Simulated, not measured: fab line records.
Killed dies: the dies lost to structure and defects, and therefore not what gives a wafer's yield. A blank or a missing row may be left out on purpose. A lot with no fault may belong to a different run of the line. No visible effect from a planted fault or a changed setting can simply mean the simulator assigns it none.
fab line records + flow gf180mcu
record:
- lots: 15
- wafers: 45
- last_day: 33
route steps=602 shown M5@533 V5@541
lots with no fault: from the same line, run without faults
start_h: the number of hours between the record's first day and the start of the first shown wafer of the lot + wait_h: hours from the lot's prior step to this one + " same as the row above + L1.1+2: several wafers, shown together as one row + - no value present, or no start provided + * or withheld: withheld + < > ~ a bound
route shown NAME@n: names a module that has steps shown in the file, with the first one's number in the route + usual: average and standard deviation across the fault-free wafers + same: alike in all rows + chamber/n: place in a boat + sites: the reading at each site + _std_site: standard deviation of those values + _edge_site: inner sites' mean taken away from outer sites' mean + radius_mm: how far each site lies from the wafer's centre + mask NAME#n: copy n + behind: the most recent tool/chamber to have shaped the wafer + hold: the reason the lot was held/the length of the hold in hours/how it ended + device: transistor that didn't switch, given as n, p or np + end of line: the route-end tests of the same wafers + a step given without rows: its recipe and nothing more + killed: not the wafer's yield, but the dies lost to structure and defects at the first sort + map: a wafer's dies, x killed, . not, _ none there
set.NAME: the run value of the setting; set.NAME@STEP: its run value at that earlier step + model.NAME: the simulator's own value behind a step, which no gauge read
a sample of lots followed through the steps of the route, with each step as a table and each wafer as a row
services: from which hour (start_h, from the record's first day; less than 0 if before it) a tool's chamber was out of use, for how many hours, and why
== steps ==
step: GF_M5_CD_MEAS_07
recipe:
- target_cd_nm: 280
usual:
- cd_nm: 279.7/1.3
| lot.wafer | tool      | chamber | start_h | wait_h | cd_nm |
|-----------|-----------|---------|---------|--------|-------|
| L743.2    | cd_sem-01 | -       | 603.97  | 0.1    | 280.6 |
| L743.4    | "         | -       | "       | "      | 279.4 |
| L743.6    | "         | -       | "       | "      | 280.4 |
| L745.4    | cd_sem-02 | -       | 625.70  | 0.1    | 276.9 |
| L745.5    | "         | -       | "       | "      | 277.8 |
| L745.6    | "         | -       | "       | "      | 278.2 |
| L748.3    | cd_sem-02 | -       | 650.73  | 0.1    | 276.8 |
| L748.5    | "         | -       | "       | "      | 278.2 |
| L748.6    | "         | -       | "       | "      | 276.7 |
| L747.1    | cd_sem-01 | -       | 652.24  | 0.1    | 281.0 |
| L747.4    | "         | -       | "       | "      | 280.6 |
| L747.6    | "         | -       | "       | "      | 280.2 |
| L750.3    | cd_sem-02 | -       | 671.33  | 0.1    | 279.8 |
| L750.4    | "         | -       | "       | "      | 279.6 |
| L750.5    | "         | -       | "       | "      | 279.1 |
| L753.4    | cd_sem-01 | -       | 690.25  | 0.1    | 279.3 |
| L753.5    | "         | -       | "       | "      | 278.3 |
| L753.6    | "         | -       | "       | "      | 279.0 |
| L752.2    | cd_sem-01 | -       | 696.66  | 0.1    | 278.6 |
| L752.5    | "         | -       | "       | "      | 279.0 |
| L752.6    | "         | -       | "       | "      | 279.1 |
| L755.2    | cd_sem-02 | -       | 707.67  | 0.1    | 281.2 |
| L755.4    | "         | -       | "       | "      | 280.3 |
| L755.6    | "         | -       | "       | "      | 280.5 |
| L757.3    | cd_sem-01 | -       | 718.98  | 0.1    | 279.7 |
| L757.4    | "         | -       | "       | "      | 280.6 |
| L757.6    | "         | -       | "       | "      | 280.5 |
| L758.2    | cd_sem-01 | -       | 727.21  | 0.1    | 279.5 |
| L758.3    | "         | -       | "       | "      | 279.9 |
| L758.5    | "         | -       | "       | "      | 279.4 |
| L760.1    | cd_sem-02 | -       | 732.69  | 0.1    | 281.2 |
| L760.2    | "         | -       | "       | "      | 280.2 |
| L760.6    | "         | -       | "       | "      | 280.5 |
| L759.1    | cd_sem-02 | -       | 733.85  | 0.2    | 279.4 |
| L759.2    | "         | -       | "       | "      | 278.8 |
| L759.4    | "         | -       | "       | "      | 278.5 |
| L761.4    | cd_sem-02 | -       | 738.37  | 0.7    | 280.9 |
| L761.5    | "         | -       | "       | "      | 281.6 |
| L761.6    | "         | -       | "       | "      | 280.6 |
| L762.2    | cd_sem-02 | -       | 739.53  | 0.9    | 280.5 |
| L762.3    | "         | -       | "       | "      | 282.2 |
| L762.4    | "         | -       | "       | "      | 279.9 |
| L764.2    | cd_sem-02 | -       | 741.74  | 0.1    | 281.7 |
| L764.3    | "         | -       | "       | "      | 281.4 |
| L764.5    | "         | -       | "       | "      | 280.9 |
step: GF_M5_STRIP_11
recipe:
- chemistry: O2/N2
- power_w: 1400
- pressure_mtorr: 1500
- platen_temp_c: 250
- o2_flow_sccm: 3000
- n2_flow_sccm: 300
- overash_fraction: 0.5
usual:
- drypump_motor_current_A: 6.0/0.54
- heater_power_w: 323/21
- oes_product_au: 0.542/0.0049
- strip_time_to_endpoint_s: 7.51/0.045
| lot.wafer | tool            | chamber | start_h | wait_h | drypump_motor_current_A | heater_power_w | oes_product_au | rf_hours_counter_h | strip_time_to_endpoint_s |
|-----------|-----------------|---------|---------|--------|-------------------------|----------------|----------------|--------------------|--------------------------|
| L743.2    | plasma_asher-03 | 0       | 604.24  | 0.1    | 5.8                     | 312            | 0.542          | 83                 | 7.48                     |
| L743.4    | "               | 0       | "       | "      | 5.7                     | 312            | 0.541          | -                  | 7.53                     |
| L743.6    | "               | 0       | "       | "      | 5.8                     | 309            | 0.542          | -                  | 7.52                     |
| L745.4    | plasma_asher-03 | 1       | 625.97  | 0.1    | 6.8                     | 349            | 0.544          | -                  | 7.43                     |
| L745.5    | "               | 1       | "       | "      | 6.8                     | 355            | 0.543          | -                  | 7.51                     |
| L745.6    | "               | 0       | "       | "      | 5.8                     | 305            | 0.537          | -                  | 7.42                     |
| L748.3    | plasma_asher-03 | 0       | 651.01  | 0.1    | 5.7                     | 316            | 0.538          | -                  | 7.47                     |
| L748.5    | "               | 0       | "       | "      | 5.8                     | 317            | 0.538          | -                  | 7.47                     |
| L748.6    | "               | 1       | "       | "      | 6.7                     | 365            | 0.553          | -                  | 7.58                     |
| L747.1    | plasma_asher-02 | 0       | 652.53  | 0.1    | 5.7                     | 313            | 0.546          | 104                | 7.54                     |
| L747.4    | "               | 0       | "       | "      | 5.7                     | 309            | 0.539          | -                  | 7.52                     |
| L747.6    | "               | 0       | "       | "      | 5.7                     | 319            | 0.537          | -                  | 7.50                     |
| L750.3    | plasma_asher-02 | 1       | 671.61  | 0.1    | 6.5                     | 300            | 0.545          | -                  | 7.53                     |
| L750.4    | "               | 0       | "       | "      | 5.7                     | 316            | 0.541          | -                  | 7.50                     |
| L750.5    | "               | 1       | "       | "      | 6.5                     | 302            | 0.541          | -                  | 7.46                     |
| L753.4    | plasma_asher-03 | 1       | 690.63  | 0.1    | 6.8                     | 361            | 0.539          | -                  | 7.50                     |
| L753.5    | "               | 0       | "       | "      | 5.7                     | 310            | 0.537          | -                  | 7.49                     |
| L753.6    | "               | 1       | "       | "      | 6.8                     | 358            | 0.530          | -                  | 7.49                     |
| L752.2    | plasma_asher-03 | 0       | 697.04  | 0.1    | 5.8                     | 317            | 0.549          | 93                 | 7.53                     |
| L752.5    | "               | 1       | "       | "      | 6.8                     | 357            | 0.546          | -                  | 7.54                     |
| L752.6    | "               | 0       | "       | "      | 5.8                     | 312            | 0.542          | -                  | 7.57                     |
| L755.2    | plasma_asher-04 | 1       | 707.94  | 0.1    | 5.4                     | 318            | 0.544          | 59                 | 7.57                     |
| L755.4    | "               | 1       | "       | "      | 5.4                     | 321            | 0.538          | -                  | 7.56                     |
| L755.6    | "               | 1       | "       | "      | 5.4                     | 323            | 0.539          | -                  | 7.53                     |
| L757.3    | plasma_asher-02 | 1       | 719.26  | 0.1    | 6.5                     | 302            | 0.540          | -                  | 7.47                     |
| L757.4    | "               | 0       | "       | "      | 5.7                     | 320            | 0.545          | -                  | 7.57                     |
| L757.6    | "               | 1       | "       | "      | 6.5                     | 306            | 0.541          | -                  | 7.56                     |
| L758.2    | plasma_asher-03 | 0       | 738.80  | 0.1    | 5.7                     | 305            | 0.542          | 96                 | 7.49                     |
| L758.3    | "               | 0       | "       | "      | 5.7                     | 314            | 0.550          | -                  | 7.54                     |
| L758.5    | "               | 0       | "       | "      | 5.7                     | 311            | 0.542          | -                  | 7.53                     |
| L760.1    | plasma_asher-03 | 0       | 739.47  | 0.1    | 5.8                     | 310            | 0.553          | 97                 | 7.57                     |
| L760.2    | "               | 1       | "       | "      | 6.8                     | 354            | 0.542          | 97                 | 7.54                     |
| L760.6    | "               | 1       | "       | "      | 6.8                     | 361            | 0.537          | -                  | 7.51                     |
| L759.1    | plasma_asher-03 | 0       | 739.72  | 0.1    | 5.8                     | 308            | 0.531          | 97                 | 7.45                     |
| L759.2    | "               | 1       | "       | "      | 6.8                     | 359            | 0.543          | 97                 | 7.53                     |
| L759.4    | "               | 0       | "       | "      | 5.8                     | 305            | 0.542          | -                  | 7.47                     |
| L761.4    | plasma_asher-03 | 0       | 740.98  | 0.2    | 5.8                     | 310            | 0.534          | -                  | 7.45                     |
| L761.5    | "               | 0       | "       | "      | 5.8                     | 310            | 0.541          | -                  | 7.55                     |
| L761.6    | "               | 1       | "       | "      | 6.8                     | 367            | 0.536          | -                  | 7.44                     |
| L762.2    | plasma_asher-03 | 1       | 741.29  | 0.1    | 6.8                     | 343            | 0.543          | 99                 | 7.48                     |
| L762.3    | "               | 0       | "       | "      | 5.8                     | 309            | 0.539          | -                  | 7.47                     |
| L762.4    | "               | 1       | "       | "      | 6.8                     | 355            | 0.540          | -                  | 7.44                     |
| L764.2    | plasma_asher-03 | 0       | 742.01  | 0.1    | 5.7                     | 318            | 0.546          | 99                 | 7.54                     |
| L764.3    | "               | 1       | "       | "      | 6.8                     | 346            | 0.540          | -                  | 7.50                     |
| L764.5    | "               | 1       | "       | "      | 6.8                     | 355            | 0.548          | -                  | 7.60                     |
step: GF_V5_THK_MEAS_01
recipe:
- reads: SiO2_of_V5_CVD_00
usual:
- V5_CVD_00_THK: 298.0/2.8
| lot.wafer | tool          | chamber | start_h | wait_h | V5_CVD_00_THK[nm] |
|-----------|---------------|---------|---------|--------|-------------------|
| L743.2    | film_metro-04 | -       | 604.86  | 0.0    | 297.5             |
| L743.4    | "             | -       | "       | "      | 296.5             |
| L743.6    | "             | -       | "       | "      | 301.2             |
| L745.4    | film_metro-02 | -       | 626.54  | 0.0    | 299.7             |
| L745.5    | "             | -       | "       | "      | 297.7             |
| L745.6    | "             | -       | "       | "      | 297.6             |
| L748.3    | film_metro-02 | -       | 651.62  | 0.0    | 298.0             |
| L748.5    | "             | -       | "       | "      | 294.4             |
| L748.6    | "             | -       | "       | "      | 297.8             |
| L747.1    | film_metro-02 | -       | 653.12  | 0.0    | 300.2             |
| L747.4    | "             | -       | "       | "      | 303.1             |
| L747.6    | "             | -       | "       | "      | 299.0             |
| L750.3    | film_metro-02 | -       | 672.18  | 0.0    | 299.3             |
| L750.4    | "             | -       | "       | "      | 295.8             |
| L750.5    | "             | -       | "       | "      | 296.9             |
| L753.4    | film_metro-02 | -       | 691.21  | 0.0    | 300.1             |
| L753.5    | "             | -       | "       | "      | 301.6             |
| L753.6    | "             | -       | "       | "      | 301.9             |
| L752.2    | film_metro-01 | -       | 697.66  | 0.0    | 299.2             |
| L752.5    | "             | -       | "       | "      | 296.7             |
| L752.6    | "             | -       | "       | "      | 299.6             |
| L755.2    | film_metro-04 | -       | 708.52  | 0.0    | 300.2             |
| L755.4    | "             | -       | "       | "      | 294.9             |
| L755.6    | "             | -       | "       | "      | 295.9             |
| L757.3    | film_metro-02 | -       | 719.83  | 0.0    | 295.8             |
| L757.4    | "             | -       | "       | "      | 294.3             |
| L757.6    | "             | -       | "       | "      | 296.0             |
| L758.2    | film_metro-04 | -       | 740.15  | 0.0    | 301.2             |
| L758.3    | "             | -       | "       | "      | 294.0             |
| L758.5    | "             | -       | "       | "      | 293.5             |
| L760.1    | film_metro-02 | -       | 741.59  | 0.0    | 299.0             |
| L760.2    | "             | -       | "       | "      | 297.7             |
| L760.6    | "             | -       | "       | "      | 295.3             |
| L759.1    | film_metro-02 | -       | 741.65  | 0.1    | 297.5             |
| L759.2    | "             | -       | "       | "      | 301.2             |
| L759.4    | "             | -       | "       | "      | 301.2             |
| L762.2    | film_metro-01 | -       | 743.60  | 1.0    | 298.0             |
| L762.3    | "             | -       | "       | "      | 298.8             |
| L762.4    | "             | -       | "       | "      | 300.0             |
| L761.4    | film_metro-01 | -       | 743.74  | 1.1    | 302.1             |
| L761.5    | "             | -       | "       | "      | 298.9             |
| L761.6    | "             | -       | "       | "      | 303.2             |
| L764.2    | film_metro-01 | -       | 744.14  | 1.4    | 301.6             |
| L764.3    | "             | -       | "       | "      | 295.9             |
| L764.5    | "             | -       | "       | "      | 302.7             |
step: GF_V5_CMP_26
recipe:
- stop_on: SiO2
- down_force_psi: 3.5
- platen_rpm: 60
- t_overpolish_s: 15
- target_thk_nm: 0
- pad_velocity_m_s: 0.94248
usual:
- edge_zone_pressure_frac: 0.999/0.0047
- head_pressure_psi: 3.499/0.0082
- motor_current_A: 11.1/0.89
- overpolish_run_s: 15.000/0.0094
- time_to_endpoint_s: 84/3
| lot.wafer | tool   | chamber | start_h | wait_h | edge_zone_pressure_frac | head_pressure_psi | motor_current_A | overpolish_run_s | time_to_endpoint_s |
|-----------|--------|---------|---------|--------|-------------------------|-------------------|-----------------|------------------|--------------------|
| L743.4    | cmp-01 | 3       | 626.46  | 0.1    | 1.007                   | 3.513             | 9.5             | 14.986           | 85                 |
| L743.2    | "      | 0       | "       | "      | 0.997                   | 3.501             | 12.0            | 14.996           | 87                 |
| L743.6    | "      | 3       | "       | "      | 1.000                   | 3.507             | 9.9             | 15.007           | 85                 |
| L745.4    | cmp-01 | 3       | 648.82  | 0.1    | 1.007                   | 3.491             | 10.0            | 14.991           | 88                 |
| L745.5    | "      | 1       | "       | "      | 0.999                   | 3.499             | 11.5            | 14.990           | 88                 |
| L745.6    | "      | 2       | "       | "      | 1.010                   | 3.494             | 11.2            | 15.003           | 88                 |
| L748.3    | cmp-01 | 0       | 672.87  | 0.0    | 0.997                   | 3.495             | 12.2            | 15.012           | 86                 |
| L748.5    | "      | 0       | "       | "      | 0.992                   | 3.496             | 11.7            | 14.993           | 83                 |
| L748.6    | "      | 1       | "       | "      | 0.995                   | 3.512             | 10.3            | 14.995           | 82                 |
| L747.1    | cmp-01 | 2       | 673.59  | 0.1    | 0.998                   | 3.506             | 11.0            | 15.006           | 88                 |
| L747.4    | "      | 1       | "       | "      | 1.002                   | 3.502             | 10.8            | 14.998           | 86                 |
| L747.6    | "      | 2       | "       | "      | 0.993                   | 3.489             | 11.5            | 14.987           | 85                 |
| L750.4    | cmp-01 | 1       | 693.13  | 0.0    | 1.002                   | 3.495             | 10.5            | 14.997           | 81                 |
| L750.3    | "      | 0       | "       | "      | 1.002                   | 3.494             | 12.5            | 15.005           | 80                 |
| L750.5    | "      | 2       | "       | "      | 1.000                   | 3.496             | 11.5            | 14.994           | 82                 |
| L753.4    | cmp-01 | 1       | 711.76  | 0.1    | -                       | -                 | -               | -                | -                  |
| L753.5    | "      | 0       | "       | "      | -                       | -                 | -               | -                | -                  |
| L753.6    | "      | 1       | "       | "      | -                       | -                 | -               | -                | -                  |
| L752.2    | cmp-01 | 2       | 717.68  | 0.0    | -                       | -                 | -               | -                | -                  |
| L752.6    | "      | 2       | "       | "      | -                       | -                 | -               | -                | -                  |
| L752.5    | "      | 3       | "       | "      | -                       | -                 | -               | -                | -                  |
| L755.2    | cmp-02 | 1       | 740.31  | 0.3    | -                       | -                 | -               | -                | -                  |
| L755.4    | "      | 2       | "       | "      | -                       | -                 | -               | -                | -                  |
| L755.6    | "      | 3       | "       | "      | -                       | -                 | -               | -                | -                  |
| L757.3    | cmp-01 | 0       | 743.41  | 0.1    | 0.992                   | 3.497             | 11.2            | 14.998           | 84                 |
| L757.4    | "      | 1       | "       | "      | 1.000                   | 3.491             | 10.5            | 14.992           | 85                 |
| L757.6    | "      | 0       | "       | "      | 1.004                   | 3.499             | 11.6            | 14.991           | 81                 |
| L758.3    | cmp-02 | 2       | 751.54  | 3.4    | 0.993                   | 3.500             | 11.4            | 15.009           | 82                 |
| L758.2    | "      | 3       | "       | "      | 0.994                   | 3.498             | 12.3            | 15.004           | 83                 |
| L758.5    | "      | 2       | "       | "      | 0.996                   | 3.491             | 11.1            | 15.000           | 80                 |
| L760.1    | cmp-01 | 2       | 754.66  | 0.1    | 1.005                   | 3.498             | 11.4            | 14.998           | 79                 |
| L760.2    | "      | 3       | "       | "      | 0.999                   | 3.499             | 9.5             | 14.982           | 80                 |
| L760.6    | "      | 2       | "       | "      | 1.002                   | 3.509             | 11.2            | 14.999           | 82                 |
| L759.1    | cmp-01 | 2       | 755.60  | 0.1    | 1.003                   | 3.502             | 11.1            | 15.010           | 82                 |
| L759.4    | "      | 3       | "       | "      | 0.996                   | 3.490             | 10.1            | 15.003           | 85                 |
| L759.2    | "      | 0       | "       | "      | 0.994                   | 3.499             | 11.9            | 14.991           | 85                 |
| L762.2    | cmp-01 | 2       | 766.01  | 0.0    | 0.999                   | 3.503             | 12.2            | 14.990           | 83                 |
| L762.4    | "      | 3       | "       | "      | 0.995                   | 3.507             | 9.6             | 15.008           | 82                 |
| L762.3    | "      | 1       | "       | "      | 1.001                   | 3.482             | 10.2            | 14.996           | 84                 |
| L761.4    | cmp-01 | 1       | 767.16  | 0.1    | 0.994                   | 3.505             | 10.5            | 15.015           | 87                 |
| L761.6    | "      | 0       | "       | "      | 1.000                   | 3.493             | 12.5            | 14.994           | 87                 |
| L761.5    | "      | 1       | "       | "      | 1.001                   | 3.518             | 10.5            | 14.999           | 87                 |
| L764.2    | cmp-01 | 1       | 767.41  | 0.1    | 1.001                   | 3.469             | 10.5            | 14.997           | 81                 |
| L764.3    | "      | 2       | "       | "      | 1.006                   | 3.494             | 11.4            | 14.990           | 83                 |
| L764.5    | "      | 1       | "       | "      | 1.001                   | 3.509             | 10.8            | 15.010           | 83                 |
== services ==
| tool            | chamber | start_h | hours | kind                           |
|-----------------|---------|---------|-------|--------------------------------|
| cmp-02          | -       | 596.35  | 0.3   | repair                         |
| cmp-02          | -       | 659.28  | 11.0  | repair                         |
| cmp-02          | -       | 659.65  | 1.3   | repair                         |
| cmp-02          | -       | 697.31  | 1.0   | repair                         |
| cmp-01          | -       | 710.37  | 1.0   | repair                         |
| cmp-02          | -       | 728.00  | 0.9   | repair                         |
| plasma_asher-02 | -       | 733.75  | 9.0   | pm                             |
| plasma_asher-02 | 0       | 733.75  | 9.0   | vent_cycle                     |
| plasma_asher-02 | 1       | 733.75  | 9.0   | vent_cycle                     |
| plasma_asher-02 | 0       | 742.75  | -     | clean                          |
| plasma_asher-02 | 1       | 742.75  | -     | clean                          |
| cmp-02          | -       | 744.19  | 4.0   | pm                             |
| cmp-02          | -       | 748.19  | -     | consumable_replace:conditioner |
| cmp-02          | -       | 748.19  | -     | consumable_replace:pad         |
| cmp-01          | -       | 748.21  | 4.2   | pm                             |
| plasma_asher-02 | -       | 748.30  | 5.5   | repair                         |
== key ==
first_sign:
- step: GF_V5_CMP_26
- reading: tool_record
- direction: missing
effect none on later readings
met_at GF_V5_CMP_26
struck_lots L752,L753,L755
later_rows_left_out L752.2,L752.5,L752.6,L753.4,L753.5,L753.6,L755.2,L755.4,L755.6
sort_left_out L752.2,L752.5,L752.6,L753.4,L753.5,L753.6,L755.2,L755.4,L755.6
tester_left_out L752,L753,L755
not_acting_at GF_M5_CD_MEAS_07,GF_M5_STRIP_11,GF_V5_THK_MEAS_01
onset_between 693.13 711.76
earlier_fault:
- kind: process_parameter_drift
- tool: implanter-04
- chamber: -
- onset_h: 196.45
- steps: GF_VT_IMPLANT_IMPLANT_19
- channel: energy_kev
- offset: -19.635
- shape: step
- end_h: 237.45
- acts_in: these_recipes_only
- stated: 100
earlier_fault:
- kind: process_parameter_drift
- tool: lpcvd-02
- chamber: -
- onset_h: 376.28
- steps: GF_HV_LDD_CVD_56
- channel: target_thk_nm
- offset: 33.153
- shape: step
- end_h: 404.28
- acts_in: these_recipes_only
- stated: 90
fault:
- kind: skipped_step_whole
- tool: cmp-01,cmp-02
- chamber: -
- onset_h: 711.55
- steps: GF_V5_CMP_26
- scope: struck_lots_only
tester_left_out: of these lots the tester's yield and bins aren't shown, on N5 and GAA mostly nor the transistor test; their killed dies are dies lost to structure and defects alone, not to doping, threshold or leakage, so they don't give the yield
sort_left_out: the simulated sort isn't trusted on such a fault, so these wafers' sort isn't shown, and their yield isn't known
later_rows_left_out: the simulator's readings of these wafers behind a module that went badly wrong aren't trusted and aren't shown, but for the sort
